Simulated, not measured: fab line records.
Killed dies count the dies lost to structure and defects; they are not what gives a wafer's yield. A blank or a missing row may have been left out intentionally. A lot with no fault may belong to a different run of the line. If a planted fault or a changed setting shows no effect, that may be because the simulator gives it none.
The same fault as seen by 2 desks | flow gf180mcu | every desk sees just its own numbers, and what lay behind them comes last

## AT THE METROLOGY DESK
What the gauges read, lot by lot, whatever tool the lot ran on: means of the sampled wafers that have a number. Marked OUT: a lot whose mean sits more than 4 standard deviations from the usual mean, which makes it out of limits; the brackets give that distance.
Columns: A = NWELL_TW at GF_NWELL_TW_MEAS_11, usual 1575; B = NWELL_RS at GF_VT_IMPLANT_RS_MEAS_47, usual 487.9 ohm/sq
lot  | first seen here | A              | B
L193 | day 3 09:30     | 1587           | 487.1
L194 | day 3 15:32     | 1586           | 487.7
L201 | day 5 04:17     | 1590           | 489.6
L203 | day 5 16:05     | 1352 (-19) OUT | 653.4 (+99 or more) OUT
L204 | day 5 21:50     | 1370 (-17) OUT | 653.0 (+99 or more) OUT
L205 | day 6 11:23     | 1590           | 487.0
L208 | day 7 01:47     | 1560           | 488.7
L209 | day 7 04:41     | 1561           | 485.7
L211 | day 7 15:08     | 1574           | 490.1
L212 | day 7 20:37     | 1572           | 486.8
L215 | day 8 11:36     | 1563           | 488.3
L216 | day 8 15:05     | 1580           | 488.9
This desk finds L203, L204 out of limits, with the earliest case on L203 at day 5 16:05 (NWELL_TW at GF_NWELL_TW_MEAS_11). In limits: L193, L194, L201, L205, L208, L209, L211, L212, L215, L216.

## TOOL OWNER'S DESK, implanter-01
For each lot that ran on this tool, the mean over its sampled wafers that have a number, from the tool's own readings at GF_NWELL_IMPLANT_08. Marked OUT: a lot whose mean sits more than 4 standard deviations from the usual mean, which makes it out of limits; the brackets give that distance.
Columns: A = dose ions cm2 at GF_NWELL_IMPLANT_08, usual 1.4999e+13; B = faraday current uA at GF_NWELL_IMPLANT_08, usual 84.8
lot  | first seen here | A                            | B
L194 | day 3 15:08     | 1.4995e+13                   | 84.8
L201 | day 5 03:53     | 1.4989e+13                   | 85.1
L203 | day 5 15:41     | 8.5797e+12 (-99 or more) OUT | 48.7 (-20) OUT
L204 | day 5 21:26     | 8.5807e+12 (-99 or more) OUT | 49.6 (-20) OUT
Finding of this desk: L203, L204 out of limits; the first was L203 at day 5 15:41, on dose ions cm2 at GF_NWELL_IMPLANT_08. In limits: L194, L201.

## ALL TOGETHER
The tool owner's desk had the chance to raise an alarm at day 5 15:41 on L203, L204.
On L203, L204, the metrology desk was in a position to raise an alarm at day 5 16:05.
The lots listed all ran GF_NWELL_IMPLANT_08 on implanter-01.

## WHAT HAD BEEN PUT IN BY THE SIMULATOR
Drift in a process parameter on implanter-01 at GF_NWELL_IMPLANT_08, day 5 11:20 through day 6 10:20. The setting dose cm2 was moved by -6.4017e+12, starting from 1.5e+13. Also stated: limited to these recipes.
Shown lots that were struck: L203, L204.
Fault start to first reading out of limits, in hours, per desk: tool owner, 4; metrology, 5.
